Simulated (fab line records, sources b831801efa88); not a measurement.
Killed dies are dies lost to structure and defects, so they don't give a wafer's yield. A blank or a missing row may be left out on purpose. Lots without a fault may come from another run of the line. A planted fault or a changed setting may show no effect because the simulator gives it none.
fab line records | flow sky130
record lots=12 wafers=36 last_day=50
route steps=708 shown VIA3@588 METAL4@599 VIA4@644 PAD_OPEN@708
lots that met no fault: from a run of the same line without faults
start_h: hours from the record's first day to the start of the lot's first wafer shown | wait_h: hours since the lot's step before | " the same as in the row above | L1.1+2: a row that stands for several wafers | - no value, or no start given | * or withheld: withheld | < > ~ a bound
route shown NAME@n: a module of which the file shows steps, and the number in the route of the first | usual: mean/standard deviation of fault-free wafers | same: alike in all rows | chamber/n: place in a boat | sites: the reading at each site | _std_site: their standard deviation | _edge_site: outer sites' mean less inner sites' | radius_mm: how far each site lies from the wafer's centre | mask NAME#n: copy n | behind: the tool/chamber that last shaped the wafer | hold: why the lot was held/for how many hours/how that ended | device: the transistor (n, p or np) that didn't switch | end of line: the same wafers' tests at the end of the route | a step without rows: its recipe alone | killed: dies lost to structure and defects at the first sort, not the wafer's yield | map: a wafer's dies, x killed, . not, _ none there
set.NAME: the setting as run; set.NAME@STEP: as run at that earlier step | model.NAME: the simulator's own value behind a step, which no gauge read
steps of the route over a sample of lots; a table a step, a row a wafer
services: from which hour (start_h, from the record's first day; less than 0 if before it) a tool's chamber was out of use, for how many hours, and why
## steps
# step SKY_VIA3_ETCH_15
# recipe target=SiO2 chemistry=C4F8/O2/Ar target_depth_nm=507 stop_on=TiN mask_material=KrF-thick source_w=1500 bias_w=1200 pressure_mtorr=40 c4f8_flow_sccm=withheld O2_flow_sccm=6 Ar_flow_sccm=300 time_s=78
# usual bias_w=1200/3.6 oes_product_au=0.945/0.0046
# columns lot.wafer tool chamber start_h wait_h bias_w oes_product_au rf_hours_counter_h
L241.1 rie_diel-03 1 993.28 0.0 1198 0.950 24
L241.2 " 2 " " 1200 0.944 22
L241.3 " 3 " " 1205 0.939 24
L242.3 rie_diel-03 3 999.93 0.0 1199 0.946 24
L242.4 " 1 " " 1204 0.951 24
L242.5 " 3 " " 1199 0.948 -
L244.1 rie_diel-02 2 1010.83 0.0 1207 0.951 29
L244.3 " 3 " " 1200 0.947 21
L244.6 " 3 " " 1201 0.950 -
L245.3 rie_diel-01 0 1023.32 0.0 1203 0.941 19
L245.4 " 2 " " 1204 0.937 16
L245.6 " 1 " " 1204 0.932 -
L246.1 rie_diel-03 2 1024.03 0.0 1198 0.943 23
L246.3 " 1 " " 1207 0.943 25
L246.6 " 3 " " 1202 0.945 -
L249.1 rie_diel-03 0 1042.78 0.0 1203 0.940 24
L249.2 " 2 " " 1203 0.947 24
L249.3 " 1 " " 1198 0.935 25
L248.3 rie_diel-01 0 1045.82 0.0 1197 0.951 19
L248.4 " 2 " " 1201 0.948 17
L248.5 " 0 " " 1198 0.945 -
L250.3 rie_diel-02 3 1047.92 0.1 1198 0.944 -
L250.5 " 1 " " 1198 0.954 -
L250.6 " 3 " " 1197 0.941 -
L251.2 rie_diel-01 1 1057.43 0.0 1205 0.940 11
L251.3 " 0 " " 1194 0.949 20
L251.4 " 3 " " 1201 0.944 6
L253.1 rie_diel-02 3 1075.03 0.0 1202 0.952 25
L253.4 " 2 " " 1205 0.944 0
L253.5 " 2 " " 1201 0.946 -
L256.3 rie_diel-03 1 1080.62 0.0 1197 0.950 27
L256.4 " 0 " " 1201 0.943 26
L256.6 " 0 " " 1197 0.947 -
L255.1 rie_diel-01 3 1081.93 0.0 1198 0.953 7
L255.5 " 2 " " 1198 0.950 -
L255.6 " 1 " " 1198 0.946 -
# step SKY_METAL4_SPUTTER_01
# recipe material=TiN target_thk_nm=20 power_w=6500 time_s=16.7 chamber_pressure_pa=0.4
# usual chamber_pressure_pa=0.4000/0.00081 throttle_valve_pct=30.0/0.84
# columns lot.wafer tool chamber start_h wait_h chamber_pressure_pa throttle_valve_pct
L241.1 pvd_sputter-03 - 994.63 0.0 0.3987 29.5
L241.2 " - " " 0.4013 29.9
L241.3 " - " " 0.3997 29.7
L242.3 pvd_sputter-04 - 1001.61 0.0 0.4004 28.7
L242.4 " - " " 0.3990 30.8
L242.5 " - " " 0.3997 30.1
L244.1 pvd_sputter-01 - 1012.22 0.0 0.4003 31.5
L244.3 " - " " 0.4007 28.9
L244.6 " - " " 0.3994 29.4
L245.3 pvd_sputter-03 - 1025.10 0.0 0.4011 30.5
L245.4 " - " " 0.4013 29.1
L245.6 " - " " 0.4013 29.4
L246.1 pvd_sputter-01 - 1025.49 0.0 0.4003 31.8
L246.3 " - " " 0.4012 28.9
L246.6 " - " " 0.4011 31.6
L249.1 pvd_sputter-01 - 1044.18 0.0 0.4000 31.0
L249.2 " - " " 0.4000 31.9
L249.3 " - " " 0.3995 29.1
L248.3 pvd_sputter-01 - 1047.21 0.0 0.4008 29.2
L248.4 " - " " 0.4008 31.2
L248.5 " - " " 0.4001 31.8
L250.3 pvd_sputter-01 - 1049.30 0.0 0.4007 29.3
L250.5 " - " " 0.4008 29.4
L250.6 " - " " 0.4011 29.2
L251.2 pvd_sputter-03 - 1058.79 0.0 0.4008 29.1
L251.3 " - " " 0.3990 30.5
L251.4 " - " " 0.3987 29.9
L253.1 pvd_sputter-04 - 1076.39 0.0 0.4001 29.8
L253.4 " - " " 0.4008 30.1
L253.5 " - " " 0.4011 31.3
L256.3 pvd_sputter-03 - 1081.96 0.0 0.4001 30.0
L256.4 " - " " 0.3993 30.5
L256.6 " - " " 0.3988 30.4
L255.1 pvd_sputter-03 - 1083.31 0.0 0.3998 30.7
L255.5 " - " " 0.4009 29.7
L255.6 " - " " 0.4009 30.6
# step SKY_METAL4_SPUTTER_03
# recipe material=Ti target_thk_nm=5 power_w=3000 time_s=3.3 chamber_pressure_pa=0.4
# usual chamber_pressure_pa=0.4000/0.00077 throttle_valve_pct=30.0/0.83
# columns lot.wafer tool chamber start_h wait_h chamber_pressure_pa throttle_valve_pct
L241.1 pvd_sputter-03 - 994.69 0.0 0.4006 29.1
L241.2 " - " " 0.3999 29.8
L241.3 " - " " 0.3999 29.8
L242.3 pvd_sputter-04 - 1001.67 0.0 0.3997 28.8
L242.4 " - " " 0.3996 31.0
L242.5 " - " " 0.3996 30.3
L244.1 pvd_sputter-01 - 1012.28 0.0 0.3994 31.3
L244.3 " - " " 0.4014 28.7
L244.6 " - " " 0.3996 29.4
L245.3 pvd_sputter-03 - 1025.16 0.0 0.4003 30.2
L245.4 " - " " 0.3988 29.4
L245.6 " - " " 0.3997 29.3
L246.1 pvd_sputter-01 - 1025.56 0.0 0.4001 31.7
L246.3 " - " " 0.3995 29.1
L246.6 " - " " 0.4015 31.6
L249.1 pvd_sputter-01 - 1044.24 0.0 0.3994 31.3
L249.2 " - " " 0.4006 31.8
L249.3 " - " " 0.4002 28.8
L248.3 pvd_sputter-01 - 1047.27 0.0 0.4001 28.8
L248.4 " - " " 0.3989 31.2
L248.5 " - " " 0.3999 31.7
L250.3 pvd_sputter-01 - 1049.36 0.0 0.4002 29.2
L250.5 " - " " 0.3999 29.1
L250.6 " - " " 0.3998 29.4
L251.2 pvd_sputter-03 - 1058.85 0.0 0.3995 29.3
L251.3 " - " " 0.4012 29.8
L251.4 " - " " 0.3992 29.8
L253.1 pvd_sputter-04 - 1076.45 0.0 0.4008 29.7
L253.4 " - " " 0.4002 29.8
L253.5 " - " " 0.4020 31.0
L256.3 pvd_sputter-03 - 1082.02 0.0 0.3993 30.1
L256.4 " - " " 0.3998 30.4
L256.6 " - " " 0.3998 31.0
L255.1 pvd_sputter-03 - 1083.37 0.0 0.4019 30.2
L255.5 " - " " 0.4005 29.9
L255.6 " - " " 0.4008 30.6
# step SKY_VIA4_HMDS_05
# recipe prime_time_s=60 prime_temp_c=120
# usual prime_temp_c=119.99/0.13
# same prime_time_s=60
# columns lot.wafer tool chamber start_h wait_h prime_temp_c
L241.1 litho_track-04 0 1052.94 0.1 120.07
L241.2 " 0 " " 120.12
L241.3 " 0 " " 120.10
L242.3 litho_track-04 0 1058.59 0.1 118.53
L242.4 " 0 " " 118.33
L242.5 " 0 " " 118.42
L244.1 litho_track-04 0 1068.49 0.1 118.51
L244.3 " 0 " " 118.64
L244.6 " 0 " " 118.36
L245.3 litho_track-01 0 1080.95 0.1 120.12
L245.4 " 0 " " 119.94
L245.6 " 0 " " 119.96
L246.1 litho_track-01 0 1081.50 0.1 119.88
L246.3 " 0 " " 119.90
L246.6 " 0 " " 119.78
L249.1 litho_track-01 0 1098.55 0.1 119.82
L249.2 " 0 " " 120.14
L249.3 " 0 " " 119.92
L248.3 litho_track-02 0 1101.33 0.1 119.86
L248.4 " 0 " " 120.24
L248.5 " 0 " " 120.14
L250.3 litho_track-02 0 1104.33 0.1 120.10
L250.5 " 0 " " 119.93
L250.6 " 0 " " 120.09
L251.2 litho_track-02 0 1111.46 0.1 120.19
L251.3 " 0 " " 120.14
L251.4 " 0 " " 120.15
L253.1 litho_track-02 0 1129.43 0.1 119.82
L253.4 " 0 " " 119.91
L253.5 " 0 " " 120.04
L256.3 litho_track-01 0 1134.00 0.1 119.94
L256.4 " 0 " " 120.03
L256.6 " 0 " " 120.23
L255.1 litho_track-01 0 1136.05 0.1 119.75
L255.5 " 0 " " 120.00
L255.6 " 0 " " 119.90
# step SKY_PAD_OPEN_PROBE_99
# usual defect_limited_yield=82.4/1.9 killed_at_M0_to_M3=43/7.1 killed_at_M4_up=3.2/1.7 killed_at_contacts=24/5.6 killed_at_front_end=16/5 killed_at_other=0.4/0.68 killed_dies=86/9.3 killed_open=47/7.1 killed_short=39/5.7 sort_bin_3_pad_short=0.9/0.38 sort_bin_5_function=10.4/1.5 sort_bin_6_memory=6.3/1.3 sort_n_pass=406/9.3 sort_yield_pct=82.4/1.9
# same gross_dies=492 killed_at_back_side=0 sort_bin_4_leakage[%]=0 sort_bin_8_speed[%]=0
# columns lot.wafer tool chamber start_h wait_h defect_limited_yield[%] killed_at_M0_to_M3 killed_at_M4_up killed_at_contacts killed_at_front_end killed_at_other killed_dies killed_open killed_short sort_bin_3_pad_short[%] sort_bin_5_function[%] sort_bin_6_memory[%] sort_n_pass sort_yield_pct[%]
L245.3 prober-01 - 1154.39 0.2 83.5 55 6 8 12 0 81 39 42 1.4 9.1 5.9 411 83.5
L245.4 prober-01 - 1154.44 0.2 87.6 36 4 13 8 0 61 34 27 0.6 7.7 4.1 431 87.6
L245.6 prober-01 - 1154.54 0.2 86.0 32 5 15 17 0 69 38 31 0 8.1 5.9 423 86.0
L246.1 prober-02 - 1155.63 0.1 82.7 47 7 22 9 0 85 36 49 1.0 10.0 6.3 407 82.7
L246.3 prober-02 - 1155.73 0.2 81.1 47 1 27 18 0 93 60 33 0.8 12.0 6.1 399 81.1
L246.6 prober-02 - 1155.88 0.2 80.9 37 4 30 21 2 94 55 38 0.8 11.8 6.5 398 80.9
L248.3 prober-01 - 1171.76 0.2 79.7 37 3 30 29 1 100 55 44 1.4 12.0 6.9 392 79.7
L248.4 prober-01 - 1171.81 0.2 81.9 34 2 22 29 2 89 51 36 0.8 11.6 5.7 403 81.9
L248.5 prober-01 - 1171.86 0.2 81.9 49 1 25 14 0 89 46 43 0.6 13.2 4.3 403 81.9
# killed by level:class
L245.3 VIA3:geometric_particle:open=11 METAL2:geometric_particle:short=8 METAL1:geometric_particle:short=7 VIA1:geometric_particle:open=6 VIA3:geometric_particle:short=6 POLY_GATE:geometric_particle:short=5 VIA2:geometric_particle:open=5 METAL4:geometric_particle:short=5
L245.4 VIA1:geometric_particle:open=6 CONTACT:geometric_particle:open=5 VIA2:geometric_particle:open=5 VIA3:geometric_particle:open=5 VIA1:geometric_particle:short=4 FIELD_ISO:geometric_particle:short=3 FIELD_ISO:geometric_particle:open=3 CONTACT:geometric_particle:short=3
L245.6 VIA1:geometric_particle:open=9 CONTACT:geometric_particle:open=6 POLY_GATE:geometric_particle:short=5 METAL1:geometric_particle:short=4 VIA1:geometric_particle:short=4 METAL2:geometric_particle:short=4 VIA2:geometric_particle:open=4 VIA3:geometric_particle:open=4
L246.1 VIA1:geometric_particle:short=11 VIA1:geometric_particle:open=9 VIA2:geometric_particle:open=6 CONTACT:geometric_particle:open=6 CONTACT:geometric_particle:short=6 METAL2:geometric_particle:short=5 LI_CONTACT:geometric_particle:open=4 LOCAL_INTERCONNECT:geometric_particle:short=4
L246.3 CONTACT:geometric_particle:open=12 VIA1:geometric_particle:open=11 LI_CONTACT:geometric_particle:open=9 VIA2:geometric_particle:open=8 FIELD_ISO:geometric_particle:open=5 VIA2:geometric_particle:short=5 POLY_GATE:geometric_particle:open=4 METAL1:geometric_particle:short=4
L246.6 VIA1:geometric_particle:open=10 CONTACT:geometric_particle:open=10 LI_CONTACT:geometric_particle:open=9 CONTACT:geometric_particle:short=7 POLY_GATE:geometric_particle:open=6 VIA2:geometric_particle:open=5 VIA3:geometric_particle:open=5 FIELD_ISO:geometric_particle:short=4
L248.3 CONTACT:geometric_particle:open=12 VIA1:geometric_particle:open=9 FIELD_ISO:geometric_particle:open=8 FIELD_ISO:geometric_particle:short=7 LI_CONTACT:geometric_particle:open=7 VIA2:geometric_particle:open=6 METAL1:geometric_particle:short=6 POLY_GATE:geometric_particle:short=5
L248.4 VIA1:geometric_particle:open=12 FIELD_ISO:geometric_particle:open=11 POLY_GATE:geometric_particle:open=8 CONTACT:geometric_particle:open=8 FIELD_ISO:geometric_particle:short=6 VIA1:geometric_particle:short=6 CONTACT:geometric_particle:short=5 LI_CONTACT:geometric_particle:open=4
L248.5 CONTACT:geometric_particle:open=11 METAL2:geometric_particle:short=10 LI_CONTACT:geometric_particle:open=9 VIA3:geometric_particle:open=8 VIA1:geometric_particle:open=6 METAL1:geometric_particle:short=5 VIA2:geometric_particle:short=5 VIA3:geometric_particle:short=5
## services
# columns tool chamber start_h hours kind
pvd_sputter-03 - 981.05 1.1 repair
rie_diel-01 1 982.66 4.3 repair
pvd_sputter-01 - 986.96 1.9 repair
pvd_sputter-01 - 991.91 1.4 repair
litho_track-04 - 1000.50 - consumable_replace:filter
pvd_sputter-03 - 1017.64 4.7 repair
rie_diel-02 - 1022.74 2.8 pm
rie_diel-02 2 1030.56 - clean
rie_diel-02 2 1030.56 - consumable_replace:showerhead
pvd_sputter-04 - 1030.74 2.0 repair
pvd_sputter-04 - 1030.76 1.6 repair
rie_diel-02 0 1038.66 22.4 repair
pvd_sputter-03 - 1041.29 4.9 repair
rie_diel-02 2 1061.52 5.9 repair
pvd_sputter-01 - 1064.10 3.9 repair
rie_diel-03 1 1090.75 4.3 repair
rie_diel-02 1 1094.55 3.2 repair
rie_diel-03 - 1094.78 1.0 repair
rie_diel-02 0 1097.19 1.7 repair
rie_diel-03 3 1098.99 12.7 repair
rie_diel-03 2 1105.47 3.5 repair
rie_diel-01 3 1105.53 6.5 repair
rie_diel-03 - 1118.92 14.6 pm
rie_diel-01 2 1119.56 9.6 repair
## key
first_sign step=SKY_VIA4_HMDS_05 reading=prime_temp_c direction=down sigmas=12 usual=* struck=*
effect none on later readings
met_at SKY_VIA4_HMDS_05
struck_lots L242,L244
not_acting_at SKY_VIA3_ETCH_15,SKY_METAL4_SPUTTER_01,SKY_METAL4_SPUTTER_03
onset_between 1052.94 1058.59
fault kind=process_parameter_drift tool=litho_track-04 chamber=- onset_h=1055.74 steps=SKY_VIA4_HMDS_05 channel=prime_temp_c offset=* shape=step end_h=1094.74 acts_in=* stated=*
